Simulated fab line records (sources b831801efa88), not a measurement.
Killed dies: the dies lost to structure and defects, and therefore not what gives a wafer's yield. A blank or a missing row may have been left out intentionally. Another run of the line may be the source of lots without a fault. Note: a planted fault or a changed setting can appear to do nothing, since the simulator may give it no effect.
fab line records + flow gf180mcu
record:
- lots: 7
- wafers: 18
- last-day: 33
route steps=602 shown HV_LDD@185
lots that met no fault: from a run of the same line without faults
start-h: start of the lot's first displayed wafer, in hours after the record's first day + wait-h: time in hours since the lot's previous step + " unchanged from the row above + L1.1+2: one row covering several wafers at once + - either no value or no given start + * or withheld: withheld + < > ~ a bound
route shown NAME@n: names a module that has steps shown in the file, with the first one's number in the route + usual: mean and standard deviation over wafers with no fault + same: alike in all rows + chamber/n: place in a boat + sites: the reading at each site + _std_site: standard deviation across them + _edge_site: the outer-site mean with the inner-site mean subtracted + radius-mm: for every site, how far away it sits from the centre of the wafer + mask NAME#n: copy n + behind: the tool/chamber that last shaped the wafer + hold: what put the lot on hold/how long, in hours/how the hold closed + device: whichever transistor did not switch (one of n, p or np) + end of line: the route-end tests of the same wafers + a step given without rows: its recipe and nothing more + killed: at the first sort, the dies lost to defects and structure; wafer yield is something else + map: per-die view of a wafer (x killed, . not killed, _ where there is no die)
set.NAME: the run value of the setting; set.NAME@STEP: its run value at that earlier step + model.NAME: the simulator's own value behind a step, which no gauge read
lots seen at some steps along the route; tables by step, rows by wafer
services: from which hour (start-h, from the record's first day; less than 0 if before it) a tool's chamber was out of use, for how many hours, and why
== steps ==
step: GF_HV_LDD_IMPLANT_09
recipe:
- species: As
- energy-kev: 40
- dose-cm2: 1e+14
- tilt-deg: 7
step: GF_HV_LDD_STRIP_10
recipe:
- chemistry: O2/N2
- power-w: 1400
- pressure-mtorr: 1500
- platen-temp-c: 250
- o2-flow-sccm: 3000
- n2-flow-sccm: 300
- overash-fraction: 0.5
usual:
- chamber-pressure-mTorr: 1500.1/1.3
- drypump-motor-current-A: 5.7/0.39
- heater-power-w: 319/26
- n2-flow-sccm: 299.9/0.86
- oes-product-au: 0.716/0.0044
- strip-time-to-endpoint-s: 12.65/0.033
| lot.wafer | tool            | chamber | start-h | wait-h | chamber-pressure-mTorr | drypump-motor-current-A | heater-power-w | n2-flow-sccm | oes-product-au | rf-hours-counter-h | strip-time-to-endpoint-s |
|-----------|-----------------|---------|---------|--------|------------------------|-------------------------|----------------|--------------|----------------|--------------------|--------------------------|
| L757.2    | plasma-asher-01 | 1       | 222.96  | 0.1    | 1499.5                 | 5.8                     | 328            | 300.9        | 0.708          | 60                 | 12.68                    |
| L757.4    | "               | 0       | "       | "      | 1501.7                 | 5.9                     | 273            | 300.4        | 0.714          | -                  | 12.68                    |
| L757.5    | "               | 0       | "       | "      | 1500.5                 | 5.9                     | 277            | 300.6        | 0.712          | -                  | 12.71                    |
| L763.1    | plasma-asher-01 | 1       | 267.58  | 0.1    | 1498.1                 | 5.8                     | 348            | 301.2        | 0.719          | 62                 | 12.65                    |
| L763.2    | "               | 0       | "       | "      | 1501.2                 | 6.0                     | 284            | 301.0        | 0.717          | 62                 | 12.66                    |
| L763.4    | "               | 0       | "       | "      | 1500.9                 | 6.0                     | 277            | 300.5        | 0.716          | -                  | 12.64                    |
| L768.3    | plasma-asher-01 | 1       | 307.94  | 0.1    | 1497.9                 | 5.9                     | 345            | 299.0        | 0.712          | -                  | 12.66                    |
| L768.5    | "               | 1       | "       | "      | 1498.7                 | 5.9                     | 336            | 300.4        | 0.711          | -                  | 12.66                    |
| L768.6    | "               | 0       | "       | "      | 1501.4                 | 6.0                     | 278            | 300.0        | 0.720          | -                  | 12.63                    |
| L770.2    | plasma-asher-04 | 1       | 320.21  | 0.1    | 1501.6                 | 5.0                     | 301            | 298.9        | 0.723          | 22                 | 12.58                    |
| L770.6    | "               | 0       | "       | "      | 1499.5                 | 6.2                     | 322            | 299.5        | 0.712          | -                  | 12.59                    |
| L771.2    | plasma-asher-01 | 0       | 328.06  | 0.1    | 1501.4                 | 6.0                     | 283            | 300.2        | 0.717          | 68                 | 12.63                    |
| L771.3    | "               | 1       | "       | "      | 1502.4                 | 5.9                     | 340            | 299.8        | 0.713          | -                  | 12.65                    |
| L774.5    | plasma-asher-01 | 0       | 349.16  | 0.1    | 1500.5                 | 6.0                     | 281            | 299.9        | 0.718          | -                  | 12.59                    |
| L774.6    | "               | 1       | "       | "      | 1499.9                 | 5.9                     | 341            | 299.3        | 0.716          | -                  | 12.62                    |
| L777.1    | plasma-asher-02 | 1       | 368.19  | 0.1    | 1499.1                 | 5.6                     | 338            | 300.3        | 0.720          | 56                 | 12.60                    |
| L777.2    | "               | 0       | "       | "      | 1501.3                 | 5.6                     | 331            | 299.8        | 0.722          | 56                 | 12.65                    |
| L777.6    | "               | 0       | "       | "      | 1500.1                 | 5.7                     | 339            | 300.8        | 0.715          | -                  | 12.63                    |
step: GF_HV_LDD_TW_MEAS_11
usual:
- HV_LDD_TW: 2404/14
| lot.wafer | tool          | chamber | start-h | wait-h | HV_LDD_TW |
|-----------|---------------|---------|---------|--------|-----------|
| L757.2    | film-metro-03 | -       | 223.07  | 0.1    | 2405      |
| L757.4    | "             | -       | "       | "      | 2394      |
| L757.5    | "             | -       | "       | "      | 2412      |
| L763.1    | film-metro-04 | -       | 267.68  | 0.1    | 2424      |
| L763.2    | "             | -       | "       | "      | 2407      |
| L763.4    | "             | -       | "       | "      | 2419      |
| L768.3    | film-metro-03 | -       | 308.03  | 0.1    | 2403      |
| L768.5    | "             | -       | "       | "      | 2402      |
| L768.6    | "             | -       | "       | "      | 2386      |
| L770.2    | film-metro-03 | -       | 320.47  | 0.2    | 2400      |
| L770.6    | "             | -       | "       | "      | 2398      |
| L771.2    | film-metro-03 | -       | 328.17  | 0.1    | 2395      |
| L771.3    | "             | -       | "       | "      | 2397      |
| L774.5    | film-metro-04 | -       | 349.23  | 0.0    | 2412      |
| L774.6    | "             | -       | "       | "      | 2421      |
| L777.1    | film-metro-03 | -       | 368.29  | 0.1    | 2392      |
| L777.2    | "             | -       | "       | "      | 2388      |
| L777.6    | "             | -       | "       | "      | 2396      |
step: GF_HV_LDD_DEHYDRATE_12
recipe:
- temp-c: 200
- time-s: 60
step: GF_HV_LDD_HMDS_13
recipe:
- prime-time-s: 60
- prime-temp-c: 120
step: GF_HV_LDD_COAT_14
recipe:
- resist: NOVOLAK
- spin-rpm: 3000
- resist-thk-nm: 1000
step: GF_HV_LDD_SOFTBAKE_15
recipe:
- temp-c: 90
- time-s: 60
- resist: NOVOLAK
step: GF_HV_LDD_EXPOSE_16
recipe:
- mask-id: Pplus_LV_AREA
- target-cd-nm: 400
- na: 0.6
- source-shape: conventional
- sigma-outer: 0.6
- dose-mj: 140
step: GF_HV_LDD_PEB_17
recipe:
- temp-c: withheld
- time-s: *
- resist: NOVOLAK
step: GF_HV_LDD_DEVELOP_18
recipe:
- develop-time-s: 60
- dev-temp-c: 23
step: GF_HV_LDD_CD_MEAS_19
recipe:
- target-cd-nm: 400
usual:
- cd-nm: 399.6/2.3
| lot.wafer | tool      | chamber | start-h | wait-h | cd-nm |
|-----------|-----------|---------|---------|--------|-------|
| L757.2    | cd-sem-01 | -       | 241.16  | 0.1    | 399.6 |
| L757.4    | "         | -       | "       | "      | 399.1 |
| L757.5    | "         | -       | "       | "      | 399.5 |
| L763.1    | cd-sem-02 | -       | 286.30  | 0.1    | 401.2 |
| L763.2    | "         | -       | "       | "      | 403.4 |
| L763.4    | "         | -       | "       | "      | 400.1 |
| L768.3    | cd-sem-01 | -       | 328.68  | 0.1    | 399.9 |
| L768.5    | "         | -       | "       | "      | 398.8 |
| L768.6    | "         | -       | "       | "      | 401.5 |
| L770.2    | cd-sem-01 | -       | 341.27  | 0.1    | 397.5 |
| L770.6    | "         | -       | "       | "      | 398.0 |
| L771.2    | cd-sem-02 | -       | 349.07  | 0.1    | 396.8 |
| L771.3    | "         | -       | "       | "      | 400.0 |
| L774.5    | cd-sem-02 | -       | 371.68  | 0.1    | 400.9 |
| L774.6    | "         | -       | "       | "      | 402.0 |
| L777.1    | cd-sem-01 | -       | 390.50  | 0.1    | 398.4 |
| L777.2    | "         | -       | "       | "      | 398.8 |
| L777.6    | "         | -       | "       | "      | 398.3 |
step: GF_HV_LDD_OVL_MEAS_20
usual:
- HV_LDD_01_OVL: 1.3/1.4
| lot.wafer | tool       | chamber | start-h | wait-h | HV_LDD_01_OVL[nm] |
|-----------|------------|---------|---------|--------|-------------------|
| L757.2    | overlay-02 | -       | 241.27  | 0.1    | 2.2               |
| L757.4    | "          | -       | "       | "      | -0.8              |
| L757.5    | "          | -       | "       | "      | 0.9               |
| L763.1    | overlay-01 | -       | 286.42  | 0.1    | 3.2               |
| L763.2    | "          | -       | "       | "      | 1.4               |
| L763.4    | "          | -       | "       | "      | 2.6               |
| L768.3    | overlay-01 | -       | 328.77  | 0.1    | 3.8               |
| L768.5    | "          | -       | "       | "      | 1.9               |
| L768.6    | "          | -       | "       | "      | 4.2               |
| L770.2    | overlay-01 | -       | 341.38  | 0.1    | -0.8              |
| L770.6    | "          | -       | "       | "      | 0.1               |
| L771.2    | overlay-01 | -       | 349.18  | 0.1    | 1.7               |
| L771.3    | "          | -       | "       | "      | 1.0               |
| L774.5    | overlay-02 | -       | 371.75  | 0.0    | 3.0               |
| L774.6    | "          | -       | "       | "      | 3.7               |
| L777.1    | overlay-01 | -       | 390.62  | 0.1    | -1.1              |
| L777.2    | "          | -       | "       | "      | 0.8               |
| L777.6    | "          | -       | "       | "      | 1.0               |
step: GF_HV_LDD_IMPLANT_21
recipe:
- species: BF2
- energy-kev: 25
- dose-cm2: 5e+13
- tilt-deg: 7
usual:
- beam-on-s: 9.99/0.19
- faraday-current-uA: 282/5.3
same:
- implant-ion-amu: 49
| lot.wafer | tool         | chamber | start-h | wait-h | beam-on-s | faraday-current-uA |
|-----------|--------------|---------|---------|--------|-----------|--------------------|
| L757.2    | implanter-01 | 0       | 241.32  | 0.0    | 10.11     | 278                |
| L757.4    | "            | 0       | "       | "      | 9.72      | 290                |
| L757.5    | "            | 0       | "       | "      | 10.05     | 280                |
| L763.1    | implanter-03 | 0       | 286.46  | 0.0    | 10.06     | 280                |
| L763.2    | "            | 0       | "       | "      | 10.18     | 276                |
| L763.4    | "            | 0       | "       | "      | 10.08     | 280                |
| L768.3    | implanter-03 | 0       | 328.85  | 0.1    | 10.22     | 277                |
| L768.5    | "            | 0       | "       | "      | 9.97      | 283                |
| L768.6    | "            | 0       | "       | "      | 10.36     | 273                |
| L770.2    | implanter-01 | 0       | 341.43  | 0.0    | 7.57      | 370                |
| L770.6    | "            | 0       | "       | "      | 10.13     | 278                |
| L771.2    | implanter-01 | 0       | 349.23  | 0.0    | 7.67      | 366                |
| L771.3    | "            | 0       | "       | "      | 10.05     | 280                |
| L774.5    | implanter-01 | 0       | 371.86  | 0.1    | 7.50      | 375                |
| L774.6    | "            | 0       | "       | "      | 9.96      | 283                |
| L777.1    | implanter-03 | 0       | 390.66  | 0.0    | 9.84      | 288                |
| L777.2    | "            | 0       | "       | "      | 9.93      | 284                |
| L777.6    | "            | 0       | "       | "      | 9.92      | 285                |
step: GF_HV_LDD_STRIP_22
recipe:
- chemistry: O2/N2
- power-w: 1400
- pressure-mtorr: 1500
- platen-temp-c: 250
- o2-flow-sccm: 3000
- n2-flow-sccm: 300
- overash-fraction: 0.5
usual:
- chamber-pressure-mTorr: 1500.1/1.4
- drypump-motor-current-A: 5.7/0.4
- heater-power-w: 324/22
- n2-flow-sccm: 300.0/0.94
- oes-product-au: 0.716/0.0041
- strip-time-to-endpoint-s: 12.63/0.044
| lot.wafer | tool            | chamber | start-h | wait-h | chamber-pressure-mTorr | drypump-motor-current-A | heater-power-w | n2-flow-sccm | oes-product-au | rf-hours-counter-h | strip-time-to-endpoint-s |
|-----------|-----------------|---------|---------|--------|------------------------|-------------------------|----------------|--------------|----------------|--------------------|--------------------------|
| L757.2    | plasma-asher-04 | 1       | 241.45  | 0.1    | 1501.5                 | 4.9                     | 311            | 300.3        | 0.711          | 13                 | 12.58                    |
| L757.4    | "               | 0       | "       | "      | 1500.2                 | 6.3                     | 331            | 302.1        | 0.724          | -                  | 12.60                    |
| L757.5    | "               | 1       | "       | "      | 1500.7                 | 4.9                     | 297            | 299.6        | 0.709          | -                  | 12.55                    |
| L763.1    | plasma-asher-02 | 0       | 286.61  | 0.1    | 1501.5                 | 5.7                     | 347            | 301.2        | 0.723          | 48                 | 12.67                    |
| L763.2    | "               | 1       | "       | "      | 1499.8                 | 5.6                     | 339            | 298.7        | 0.714          | 48                 | 12.65                    |
| L763.4    | "               | 0       | "       | "      | 1500.4                 | 5.7                     | 335            | 300.8        | 0.720          | -                  | 12.69                    |
| L768.3    | plasma-asher-01 | 0       | 328.98  | 0.1    | 1499.9                 | 6.0                     | 277            | 298.8        | 0.712          | -                  | 12.61                    |
| L768.5    | "               | 1       | "       | "      | 1498.5                 | 5.9                     | 341            | 299.8        | 0.713          | -                  | 12.60                    |
| L768.6    | "               | 0       | "       | "      | 1501.4                 | 5.9                     | 280            | 299.4        | 0.717          | -                  | 12.62                    |
| L770.2    | plasma-asher-02 | 1       | 341.56  | 0.1    | 1500.2                 | 5.6                     | 343            | 300.6        | 0.711          | 53                 | 12.66                    |
| L770.6    | "               | 0       | "       | "      | 1500.7                 | 5.6                     | 339            | 300.2        | 0.712          | -                  | 12.62                    |
| L771.2    | plasma-asher-02 | 1       | 349.36  | 0.1    | 1501.2                 | 5.6                     | 341            | 298.3        | 0.714          | 54                 | 12.66                    |
| L771.3    | "               | 0       | "       | "      | 1500.6                 | 5.7                     | 338            | 301.9        | 0.713          | -                  | 12.63                    |
| L774.5    | plasma-asher-04 | 0       | 371.98  | 0.1    | 1499.0                 | 6.3                     | 338            | 299.0        | 0.723          | -                  | 12.65                    |
| L774.6    | "               | 1       | "       | "      | 1501.6                 | 4.9                     | 300            | 299.0        | 0.717          | -                  | 12.67                    |
| L777.1    | plasma-asher-04 | 1       | 390.81  | 0.1    | 1500.6                 | 4.9                     | 297            | 300.1        | 0.716          | 29                 | 12.66                    |
| L777.2    | "               | 0       | "       | "      | 1496.9                 | 6.2                     | 325            | 299.3        | 0.710          | 29                 | 12.65                    |
| L777.6    | "               | 1       | "       | "      | 1499.8                 | 4.9                     | 307            | 299.9        | 0.720          | -                  | 12.62                    |
step: GF_HV_LDD_TW_MEAS_23
usual:
- HV_LDD_2_TW: 1052/5.4
| lot.wafer | tool          | chamber | start-h | wait-h | HV_LDD_2_TW |
|-----------|---------------|---------|---------|--------|-------------|
| L757.2    | film-metro-03 | -       | 241.56  | 0.1    | 1047        |
| L757.4    | "             | -       | "       | "      | 1050        |
| L757.5    | "             | -       | "       | "      | 1050        |
| L763.1    | film-metro-04 | -       | 286.71  | 0.1    | 1061        |
| L763.2    | "             | -       | "       | "      | 1058        |
| L763.4    | "             | -       | "       | "      | 1056        |
| L768.3    | film-metro-03 | -       | 329.07  | 0.1    | 1041        |
| L768.5    | "             | -       | "       | "      | 1045        |
| L768.6    | "             | -       | "       | "      | 1052        |
| L770.2    | film-metro-03 | -       | 341.67  | 0.1    | 965         |
| L770.6    | "             | -       | "       | "      | 1051        |
| L771.2    | film-metro-02 | -       | 349.47  | 0.1    | 970         |
| L771.3    | "             | -       | "       | "      | 1050        |
| L774.5    | film-metro-04 | -       | 372.05  | 0.0    | 965         |
| L774.6    | "             | -       | "       | "      | 1052        |
| L777.1    | film-metro-04 | -       | 390.91  | 0.1    | 1060        |
| L777.2    | "             | -       | "       | "      | 1065        |
| L777.6    | "             | -       | "       | "      | 1060        |
step: GF_HV_LDD_DEHYDRATE_24
recipe:
- temp-c: 200
- time-s: 60
== services ==
| tool            | chamber | start-h | hours | kind   |
|-----------------|---------|---------|-------|--------|
| plasma-asher-01 | -       | 207.17  | 0.4   | repair |
| plasma-asher-01 | -       | 235.80  | 19.2  | repair |
| implanter-01    | -       | 250.47  | 0.7   | repair |
| plasma-asher-02 | -       | 278.58  | 1.1   | repair |
| plasma-asher-01 | -       | 319.44  | 1.3   | repair |
| plasma-asher-04 | -       | 354.91  | 0.9   | repair |
| implanter-03    | -       | 380.24  | 5.6   | pm     |
== key ==
first-sign:
- step: GF_HV_LDD_IMPLANT_21
- reading: faraday-current-uA
- direction: up
- sigmas: 17
- usual: 282
- struck: 370
effect:
- step: GF_HV_LDD_IMPLANT_21
- reading: beam-on-s
- direction: down
- sigmas: 12
- usual: 9.99
- struck: 7.58
effect:
- step: GF_HV_LDD_TW_MEAS_23
- reading: HV_LDD_2_TW
- direction: down
- sigmas: 16
- usual: 1052
- struck: 967
met-at GF_HV_LDD_IMPLANT_21
struck-wafers L770.2,L771.2,L774.5
sort-left-out L771.2,L774.5
tester-left-out L770,L771,L774
onset-between 241.32 341.43
fault:
- kind: process-parameter-drift
- tool: implanter-01
- chamber: -
- onset-h: 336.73
- steps: GF_HV_LDD_IMPLANT_21
- channel: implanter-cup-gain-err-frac
- offset: 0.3
- shape: step
- end-h: 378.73
- scope: struck-wafers-only
tester-left-out: of these lots the tester's yield and bins aren't shown, on N5 and GAA mostly nor the transistor test; their killed dies are dies lost to structure and defects alone, not to doping, threshold or leakage, so they don't give the yield
sort-left-out: the simulated sort isn't trusted on such a fault, so these wafers' sort isn't shown, and their yield isn't known
